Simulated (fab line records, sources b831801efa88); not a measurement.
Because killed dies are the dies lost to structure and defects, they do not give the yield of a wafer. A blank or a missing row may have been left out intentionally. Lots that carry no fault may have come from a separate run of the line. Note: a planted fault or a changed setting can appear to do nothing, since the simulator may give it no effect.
A struck lot beside a sound one -- flow sfq line -- 42 out of 325 route steps
Sound: the wafers L484.2, L484.5, L484.6. Wafers struck: L497.3, L497.4, L497.5. The cause is given at the end.
Each step with rows lists, per side, the tool, then ch with its chambers, then its first start. Under that, the readings that differ: sound wafers -- struck wafers -- difference of the means -- sigmas: that difference in standard deviations of wafers without a fault.
alike: readings with means less than 2 such deviations apart, plus words and numbers identical on both sides. not compared: withheld readings, readings lacking a value on some wafer, bounds such as >300 that could conceal the same value, and numbers that have no deviation in the record and whose values overlap.
The two part at a step that has a row with sigmas, a row that says differs or no value, or rows on one side only. Non-overlapping numbers with no deviation appear without sigmas and do not part them. A reading that every wafer of one side lacks parts them only if that side has two wafers or more.

first, 6 steps without rows for these wafers: SFQ_TRILAYER_I1_VIA_LITHO_COAT_054 (resist thk 62 nm); SFQ_TRILAYER_I1_VIA_LITHO_COAT_049 (resist thk 650 nm); SFQ_TRILAYER_I1_VIA_LITHO_SOFTBAKE_053; SFQ_TRILAYER_I1_VIA_LITHO_EXPOSE_050 (exposes mask I1, target cd 500 nm); SFQ_TRILAYER_I1_VIA_LITHO_PEB_052 (peb time 60 s); SFQ_TRILAYER_I1_VIA_LITHO_DEVELOP_051 (time 60 s).
SFQ_I1_OVL_MEAS_913:
  sound on overlay-02 at day 32 21:44; struck on overlay-02 at day 38 10:13
  alike: I1_OVL
SFQ_TRILAYER_I1_VIA_BARC_OPEN_VIA_ETCH_071: etches BARC in O2, target depth 125 nm, time 41.7 s.
  sound on rie diel-02 ch 1,2,3, day 32 21:46; struck on rie diel-02 ch 2,3, day 38 10:14
  alike: drypump motor current A, oes product au
  not compared: rf hours counter h
SFQ_TRILAYER_I1_VIA_ETCH_VIA_ETCH_052: etches SiO2 in CHF3, stops on Nb, target depth 260 nm.
  sound on rie diel-02 ch 1,2,3, day 32 21:49; struck on rie diel-02 ch 2,3, day 38 10:16
  alike: drypump motor current A, oes product au
then, 3 steps without rows for these wafers: SFQ_TRILAYER_I1_VIA_STRIP_STRIP_053 (strips in O2); SFQ_TRILAYER_I1_VIA_STRIP_SOLV_CLEAN_054 (cleans in NMP, time 600 s); SFQ_TRILAYER_M2_DEP_PRE_CLEAN_056 (time 22.5 s).
SFQ_TRILAYER_M2_DEP_SPUTTER_055: material Nb, target thk 200 nm, time 133.3 s.
  sound on pvd sputter-04 at day 32 23:19; struck on pvd sputter-03 at day 38 11:11
reading,sound,struck,difference,sigmas
cathode dc power W (W),2000.0 2000.2 1999.6,1922.6 1921.9 1922.2,-77.7,-99 or more
model.Nb_of_TRILAYER_M2_DEP_SPUTTER_055.thk nm (nm),197 199.1 197.9,190.4 190.9 191.4,-7.1,
  alike: chamber pressure pa, throttle valve pct
SFQ_M2_RS_MEAS_914: measurement is done with a four-point probe.
  sound on film metro-02 at day 32 23:26; struck on film metro-02 at day 38 11:19
reading,sound,struck,difference,sigmas
M2_NB_RS (ohm/sq),0.905 0.893 0.901,0.937 0.934 0.931,+0.034,+5
then, 6 steps without rows for these wafers: SFQ_TRILAYER_M2_LITHO_COAT_062 (resist thk 62 nm); SFQ_TRILAYER_M2_LITHO_COAT_057 (resist thk 600 nm); SFQ_TRILAYER_M2_LITHO_SOFTBAKE_061; SFQ_TRILAYER_M2_LITHO_EXPOSE_058 (exposes mask M2, target cd 500 nm); SFQ_TRILAYER_M2_LITHO_PEB_060 (peb time 60 s); SFQ_TRILAYER_M2_LITHO_DEVELOP_059 (time 60 s).
-- the record jumps here: 5 days lie between the struck wafers' starts before and after --
SFQ_M2_OVL_MEAS_916:
  sound on overlay-02 at day 39 01:16; struck on overlay-01 at day 43 18:11
  alike: M2_OVL
then, 1 step without rows for these wafers: SFQ_TRILAYER_M2_BARC_OPEN_METAL_ETCH_077 (etches BARC in O2, target depth 125 nm, time 41.7 s).
SFQ_TRILAYER_M2_ETCH_METAL_ETCH_060: etches Nb in Cl2/Ar, stops on SiO2, target depth 240 nm, time 120 s.
  sound on rie metal-03 ch 0,1, day 39 01:21; struck on rie metal-02 ch 0,1, day 43 18:18
reading,sound,struck,difference,sigmas
oes product au (a.u.),0.886 0.896 0.890,0.864 0.868 0.874,-0.022,-4
model.etch.depth nm (nm),197 199.1 197.9,190.4 190.9 191.4,-7.1,
model.M2.feature depth nm (nm),197 199.1 197.9,190.4 190.9 191.4,-7.1,
  alike: drypump motor current A
  not compared: rf hours counter h
then, 3 steps without rows for these wafers: SFQ_TRILAYER_M2_STRIP_STRIP_061 (strips in O2); SFQ_TRILAYER_M2_STRIP_SOLV_CLEAN_062 (cleans in NMP, time 600 s); SFQ_TRILAYER_I2_DEP_PECVD_063 (deposits SiO2 from SiH4/N2O, time 111.11 s, target thk 500 nm).
SFQ_TRILAYER_I2_CMP_CMP_064: polishes SiO2.
  sound on cmp-01 ch 0,3, day 39 04:35; struck on cmp-01 ch 0,2,3, day 43 19:49
  alike: edge zone pressure frac, motor current A, slurry filter dp kPa, time to endpoint s
SFQ_I2_BOW_MEAS_917:
  sound on film metro-04 at day 39 07:07; struck on film metro-04 at day 43 22:51
  alike: I2_BOW
SFQ_TRILAYER_I2_METRO_MEASURE_065:
  sound on film metro-04 at day 39 07:25; struck on film metro-04 at day 43 23:20
  alike: thk nm
then, 6 steps without rows for these wafers: SFQ_TRILAYER_I2_VIA_LITHO_COAT_072 (resist thk 62 nm); SFQ_TRILAYER_I2_VIA_LITHO_COAT_067 (resist thk 650 nm); SFQ_TRILAYER_I2_VIA_LITHO_SOFTBAKE_071; SFQ_TRILAYER_I2_VIA_LITHO_EXPOSE_068 (exposes mask I2, target cd 500 nm); SFQ_TRILAYER_I2_VIA_LITHO_PEB_070 (peb time 60 s); SFQ_TRILAYER_I2_VIA_LITHO_DEVELOP_069 (time 60 s).
-- the record jumps here: 6 days lie between the struck wafers' starts before and after --
SFQ_I2_OVL_MEAS_918:
  sound on overlay-01 at day 44 23:53; struck on overlay-02 at day 49 21:24
  alike: I2_OVL
then, 2 steps without rows for these wafers: SFQ_TRILAYER_I2_VIA_BARC_OPEN_VIA_ETCH_096 (etches BARC in O2, target depth 125 nm, time 40.49 s); SFQ_TRILAYER_I2_VIA_ETCH_VIA_ETCH_070 (etches SiO2 in CHF3, stops on Nb, target depth 260 nm).
SFQ_TRILAYER_I2_VIA_STRIP_STRIP_071: strips in O2.
  sound on rie metal-01 ch 0,1, day 45 00:04; struck on rie metal-03 ch 0,1, day 49 21:46
  alike: drypump motor current A, oes product au, platen temp c
  not compared: rf hours counter h
then, 2 steps without rows for these wafers: SFQ_TRILAYER_I2_VIA_STRIP_SOLV_CLEAN_072 (cleans in NMP, time 600 s); SFQ_TRILAYER_M3_DEP_PRE_CLEAN_074 (time 22.5 s).
-- the record jumps here: 45 days lie between the struck wafers' starts before and after --
SFQ_M8_BOW_MEAS_951:
  sound on film metro-02 at day 87 16:22; struck on film metro-02 at day 94 10:59
reading,sound,struck,difference,sigmas
model.etest.m2.ohm um,1.803 1.782 1.796,1.86 1.86 1.85,+0.06,
model.etest.i1.link ohm,1.99 1.99 1.993,2.023 2.025 2.013,+0.029,
model.etest.m2.ohm sq,0.9038 0.8939 0.8998,0.9352 0.9324 0.9301,+0.0334,
model.etest.i2.link ohm,1.973 1.978 1.981,2.011 2.017 2.014,+0.037,
  alike: M8_BOW

== WHERE THEY PART ==
Last at SFQ_TRILAYER_M2_ETCH_METAL_ETCH_060 as far as this record goes, first at SFQ_TRILAYER_M2_DEP_SPUTTER_055. Later steps at which nothing parts them and some readings are alike: SFQ_TRILAYER_I2_CMP_CMP_064, SFQ_I2_BOW_MEAS_917, SFQ_TRILAYER_I2_METRO_MEASURE_065, SFQ_I2_OVL_MEAS_918, SFQ_TRILAYER_I2_VIA_STRIP_STRIP_071, SFQ_M8_BOW_MEAS_951.

WHY: the cause the simulator had injected
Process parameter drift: pvd sputter-03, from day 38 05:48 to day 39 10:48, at SFQ_TRILAYER_M2_DEP_SPUTTER_055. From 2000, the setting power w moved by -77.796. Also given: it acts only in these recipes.
